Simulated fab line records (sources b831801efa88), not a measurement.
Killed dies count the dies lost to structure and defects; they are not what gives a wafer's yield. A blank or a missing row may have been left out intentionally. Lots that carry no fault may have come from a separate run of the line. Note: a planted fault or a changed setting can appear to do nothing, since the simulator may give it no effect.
Struck lot and sound lot, side by side	flow sky130	36 out of 708 route steps
Sound: wafers L413.1, L413.2, L413.6. Struck: wafers L410.1, L410.2, L410.6. The cause comes at the end.
Each step with rows lists, per side, the tool, then ch with its chambers, then its first start. Under that, the readings that differ: sound wafers	struck wafers	difference of the means	sigmas: that difference in standard deviations of wafers without a fault.
alike: a reading whose means differ by less than 2 such deviations, as well as words and numbers matching on both sides. not compared: withheld readings; readings where some wafer has no value; bounds like >300 that might hide an equal value; numbers whose values overlap and for which the record gives no deviation.
The two part at a step that has a row with sigmas, a row that says differs or no value, or rows on one side only. Numbers that have no deviation but don't overlap get no sigmas and don't part them. A reading missing from all wafers of one side parts the sides only when that side holds two or more wafers.

first, 10 steps without rows for these wafers: SKY_METAL4_PEB_11; SKY_METAL4_DEVELOP_12 (develop time 60 s); SKY_METAL4_DESCUM_15 (chemistry O2, time 8 s); SKY_METAL4_ETCH_16 (etches BARC in N2/H2, stops on SiO2, time 88.2 s, target depth 60 nm); SKY_METAL4_ETCH_17 (etches SiO2 in C4F8/O2/Ar, stops on TiN, time 3.9 s, target depth 15 nm); SKY_METAL4_METAL_ETCH_18 (etches the open film in Cl2/BCl3, stops on SiO2, target depth 845 nm, time 183.1 s); SKY_METAL4_STRIP_19 (strips in O2/N2); SKY_METAL4_STRIP_20 (strips in post etch residue remover, time 1200 s); SKY_METAL4_CLEAN_21 (cleans in IPA, time 180 s); SKY_METAL4_CLEAN_22 (cleans in O3/DIW).
SKY_VIA4_HDPCVD_00: deposits SiO2, target thk 1750 nm, time 300.4 s.
  sound on hdpcvd-01 ch 0,1, day 47 07:04; struck on hdpcvd-02 ch 0,1,2, day 46 13:24
reading	sound	struck	difference	sigmas
model.SiO2_of_VIA4_HDPCVD_00.thk-nm (nm)	1832 1818 1849	620 550.6 595.2	-1244	
SKY_VIA4_THK_MEAS_01:
  sound: film-metro-04 at day 47 07:14; struck: film-metro-01 at day 46 13:35
reading	sound	struck	difference	sigmas
VIA4_HDPCVD_THK (nm)	1832 1819 1848	620 551 595	-1244	-73
then, 8 steps without rows for these wafers: SKY_VIA4_CMP_02 (polishes SiO2); SKY_VIA4_DEHYDRATE_04 (time 60 s); SKY_VIA4_HMDS_05 (prime time 60 s); SKY_VIA4_COAT_06 (resist thk 1140 nm); SKY_VIA4_SOFTBAKE_07 (time 60 s); SKY_VIA4_EXPOSE_08 (exposes mask VIM4, target cd 800 nm); SKY_VIA4_PEB_09; SKY_VIA4_DEVELOP_10 (develop time 60 s).
SKY_VIA4_ETCH_12: etches SiO2 in C4F8/O2/Ar, stops on TiN, target depth 580 nm.
  sound on rie-diel-02 ch 0,1, day 48 02:49; struck on rie-diel-01 ch 1,2, day 47 10:23
reading	sound	struck	difference	sigmas
oes-product-au (a.u.)	0.928 0.935 0.928	0.918 0.897 0.918	-0.019	-4
model.VIA4.feature-depth-nm (nm)	581.1 579.5 579.3	578.7 550.6 578.1	-10.8	
model.etch.depth-nm (nm)	581.1 579.5 579.3	578.7 550.6 578.1	-10.8	
then, 13 steps without rows for these wafers: SKY_VIA4_STRIP_13 (strips in O2/N2); SKY_VIA4_STRIP_14 (strips in post etch residue remover, time 1200 s); SKY_VIA4_CLEAN_15 (cleans in IPA, time 180 s); SKY_VIA4_CLEAN_16 (cleans in O3/DIW); SKY_VIA4_SPUTTER_17 (material TiN, target thk 20 nm, time 80 s); SKY_VIA4_CVD_18 (deposits W, target thk 505 nm, time 152.14 s); SKY_VIA4_CMP_21 (polishes, stops on SiO2, t overpolish 25 s, target thk 0 nm); SKY_METAL5_SPUTTER_00 (material Ti, target thk 15 nm, time 10 s); SKY_METAL5_SPUTTER_01 (material TiN, target thk 20 nm, time 16.7 s); SKY_METAL5_SPUTTER_02 (material AlCu, target thk 1150 nm, time 61.2 s); SKY_METAL5_SPUTTER_03 (material Ti, target thk 5 nm, time 3.3 s); SKY_METAL5_SPUTTER_04 (material TiN, target thk 70 nm, time 58.3 s); SKY_METAL5_DEHYDRATE_07 (time 60 s).
SKY_METAL5_METAL_ETCH_15: etches the open film in Cl2/BCl3, stops on SiO2, target depth 1260 nm, time 252 s.
  sound on rie-metal-02 ch 0,1, day 48 23:25; struck on rie-metal-03 ch 0,1, day 48 07:57
reading	sound	struck	difference	sigmas
model.SiO2_of_VIA4_HDPCVD_00.thk-nm (nm)	550.7 549.1 549	548.1 519.8 547.6	-11.1	
  alike: drypump-motor-current-A, oes-product-au, throttle-valve-pct
  not compared: rf-hours-counter-h
SKY_PAD_OPEN_PROBE_99:
  sound: prober-01 at day 50 12:02; struck: prober-01 at day 49 23:38
reading	sound	struck	difference	sigmas
model.etest.tester.sort-n-pass	415 395 411	199 211 229	-194	
model.etest.tester.sort_bin_3_pct (%)	1.423 1.016 1.22	39.84 39.84 34.55	+36.86	
model.etest.tester.sort-yield-pct (%)	84.35 80.28 83.54	40.45 42.89 46.54	-39.43	
model.etest.met5-comb.leak-log10-a-um	-12.08 -12.03 -12.06	-6.741 -6.872 -7.082	+5.158	
model.etest.tester.sort_bin_8_pct (%)	0 0 0	1.304e-06 4.419e-05 4.102e-06	+1.653e-05	
  alike: defect-limited-yield, killed_at_M0_to_M3, killed_at_M4_up, killed-at-contacts, killed-at-front-end, killed-at-other, killed-dies, killed-on-rim, killed-open, killed-short, model.etest.tester.sort_bin_4_pct

WHERE THEY PART
Last at SKY_VIA4_ETCH_12 as far as this record goes, first at SKY_VIA4_THK_MEAS_01. Later steps at which nothing parts them and some readings are alike: SKY_METAL5_METAL_ETCH_15, SKY_PAD_OPEN_PROBE_99.

WHY: what the simulator had put in
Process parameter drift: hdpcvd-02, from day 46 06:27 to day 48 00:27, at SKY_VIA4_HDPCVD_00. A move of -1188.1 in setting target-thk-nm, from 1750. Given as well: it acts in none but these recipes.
